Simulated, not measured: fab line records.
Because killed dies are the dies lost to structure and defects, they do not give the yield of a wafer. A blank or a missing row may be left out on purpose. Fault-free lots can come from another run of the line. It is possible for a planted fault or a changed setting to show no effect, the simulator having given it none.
Which tool did it? :: flow gf180mcu :: Sampling: 13 lots, 38 wafers, 2 of 602 route steps

WHAT THE GAUGES SHOWED, per wafer
GF_HV_LDD_TW_MEAS_38. Usual: for HV_LDD_3_TW the level is 1434 and the standard deviation is 11.
lot: L994
measured: day 11 16:36
on: filmMetro-04
HV_LDD_3_TW: 1420 1421 1423
flag: 

lot: L995
measured: day 12 00:24
on: filmMetro-04
HV_LDD_3_TW: 1427 1435 1426
flag: 

lot: L998
measured: day 13 01:55
on: filmMetro-01
HV_LDD_3_TW: 1447 1446 1440
flag: 

lot: L100
measured: day 13 15:51
on: filmMetro-01
HV_LDD_3_TW: 1441 1434 1442
flag: 

lot: L101
measured: day 13 23:22
on: filmMetro-03
HV_LDD_3_TW: 1449 1444 1444
flag: 

lot: L102
measured: day 14 07:37
on: filmMetro-01
HV_LDD_3_TW: 1441 1443 1442
flag: 

lot: L103
measured: day 14 14:33
on: filmMetro-03
HV_LDD_3_TW: 1437 1439 1436
flag: 

lot: L105
measured: day 15 01:47
on: filmMetro-04
HV_LDD_3_TW: 1423 1427 1427
flag: 

lot: L107
measured: day 15 18:05
on: filmMetro-03
HV_LDD_3_TW: 1437 1448 1441
flag: 

lot: L109
measured: day 17 00:35
on: filmMetro-03
HV_LDD_3_TW: 1430 1433 1444
flag: 

lot: L113
measured: day 18 09:55
on: filmMetro-01
HV_LDD_3_TW: 1446 1453
flag: 

lot: L114
measured: day 18 10:13
on: filmMetro-03
HV_LDD_3_TW: 1427 1430 1433
flag: 

lot: L116
measured: day 18 20:58
on: filmMetro-03
HV_LDD_3_TW: 1426 1434 1433
flag: 

TOOL THAT RAN EACH LOT (tool first, then ch and the chambers of the sampled wafers, then the start)
lot: L994
GF_VT_IMPLANT_STRIP_20: plasmaAsher-02 ch 1, day 6 07:07

lot: L995
GF_VT_IMPLANT_STRIP_20: plasmaAsher-02 ch 0,1, day 6 13:59

lot: L998
GF_VT_IMPLANT_STRIP_20: plasmaAsher-02 ch 0,1, day 7 09:08

lot: L100
GF_VT_IMPLANT_STRIP_20: plasmaAsher-04 ch 0,1, day 7 22:34

lot: L101
GF_VT_IMPLANT_STRIP_20: plasmaAsher-02 ch 0, day 8 03:01

lot: L102
GF_VT_IMPLANT_STRIP_20: plasmaAsher-03 ch 0,1, day 8 10:58

lot: L103
GF_VT_IMPLANT_STRIP_20: plasmaAsher-02 ch 0,1, day 8 17:02

lot: L105
GF_VT_IMPLANT_STRIP_20: plasmaAsher-02 ch 0,1, day 9 03:14

lot: L107
GF_VT_IMPLANT_STRIP_20: plasmaAsher-04 ch 0, day 9 16:26

lot: L109
GF_VT_IMPLANT_STRIP_20: plasmaAsher-04 ch 0,1, day 10 07:22

lot: L113
GF_VT_IMPLANT_STRIP_20: plasmaAsher-04 ch 1, day 11 10:31

lot: L114
GF_VT_IMPLANT_STRIP_20: plasmaAsher-02 ch 0,1, day 11 14:43

lot: L116
GF_VT_IMPLANT_STRIP_20: plasmaAsher-03 ch 0,1, day 12 02:23
- GF_VT_IMPLANT_STRIP_20: strips in O2/N2.

WHAT THE TOOLS THEMSELVES READ (means of the sampled wafers that have a number; where no wafer has one, the mark that the record gives instead)
GF_VT_IMPLANT_STRIP_20. Usual: drypumpMotorCurrentA 6.10 A, standard deviation 0.2; heaterPowerW 339 W, standard deviation 21; oesProductAu 0.716 a.u., standard deviation 0.0047; stripTimeToEndpointS 12.62 s, standard deviation 0.039.
lot: L994
tool: plasmaAsher-02
drypumpMotorCurrentA (A): 6.14
heaterPowerW (W): 329
oesProductAu (a.u.): 0.716
stripTimeToEndpointS (s): 12.59
flag: 

lot: L995
tool: plasmaAsher-02
drypumpMotorCurrentA (A): 6.20
heaterPowerW (W): 339
oesProductAu (a.u.): 0.719
stripTimeToEndpointS (s): 12.66
flag: 

lot: L998
tool: plasmaAsher-02
drypumpMotorCurrentA (A): 6.21
heaterPowerW (W): 337
oesProductAu (a.u.): 0.711
stripTimeToEndpointS (s): 12.66
flag: 

lot: L100
tool: plasmaAsher-04
drypumpMotorCurrentA (A): 5.98
heaterPowerW (W): 339
oesProductAu (a.u.): 0.720
stripTimeToEndpointS (s): 12.59
flag: 

lot: L101
tool: plasmaAsher-02
drypumpMotorCurrentA (A): 6.24
heaterPowerW (W): 341
oesProductAu (a.u.): 0.718
stripTimeToEndpointS (s): 12.58
flag: 

lot: L102
tool: plasmaAsher-03
drypumpMotorCurrentA (A): 6.12
heaterPowerW (W): 361
oesProductAu (a.u.): 0.714
stripTimeToEndpointS (s): 12.58
flag: 

lot: L103
tool: plasmaAsher-02
drypumpMotorCurrentA (A): 6.18
heaterPowerW (W): 331
oesProductAu (a.u.): 0.721
stripTimeToEndpointS (s): 12.58
flag: 

lot: L105
tool: plasmaAsher-02
drypumpMotorCurrentA (A): 6.19
heaterPowerW (W): 330
oesProductAu (a.u.): 0.713
stripTimeToEndpointS (s): 12.64
flag: 

lot: L107
tool: plasmaAsher-04
drypumpMotorCurrentA (A): 5.85
heaterPowerW (W): 349
oesProductAu (a.u.): 0.719
stripTimeToEndpointS (s): 12.57
flag: 

lot: L109
tool: plasmaAsher-04
drypumpMotorCurrentA (A): 5.96
heaterPowerW (W): 338
oesProductAu (a.u.): 0.719
stripTimeToEndpointS (s): 12.62
flag: 

lot: L113
tool: plasmaAsher-04
drypumpMotorCurrentA (A): 6.21
heaterPowerW (W): 313
oesProductAu (a.u.): 0.720
stripTimeToEndpointS (s): 12.59
flag: 

lot: L114
tool: plasmaAsher-02
drypumpMotorCurrentA (A): 6.20
heaterPowerW (W): 335
oesProductAu (a.u.): 0.718
stripTimeToEndpointS (s): 12.65
flag: 

lot: L116
tool: plasmaAsher-03
drypumpMotorCurrentA (A): 5.96
heaterPowerW (W): 353
oesProductAu (a.u.): 0.718
stripTimeToEndpointS (s): 12.56
flag: 

THE ANSWER, worked out from the rows above alone
Rule: a lot is off if the mean of its wafers that have a number lies more than 3 standard deviations from the usual mean. A lot without any number at a reading at which 4 lots or more have one is off too. All remaining lots with rows at the step are treated as sound. Order of review: gauges by route order, followed by the tools' own readings, for which a lot's mean as printed above is used. The first step at which some lot is off is used, and at that step the reading that is off furthest; a lot without a number counts as furthest.
No lot is off on any of the readings shown, so nothing can be concluded from this.

WHAT THE SIMULATOR HAD PUT IN
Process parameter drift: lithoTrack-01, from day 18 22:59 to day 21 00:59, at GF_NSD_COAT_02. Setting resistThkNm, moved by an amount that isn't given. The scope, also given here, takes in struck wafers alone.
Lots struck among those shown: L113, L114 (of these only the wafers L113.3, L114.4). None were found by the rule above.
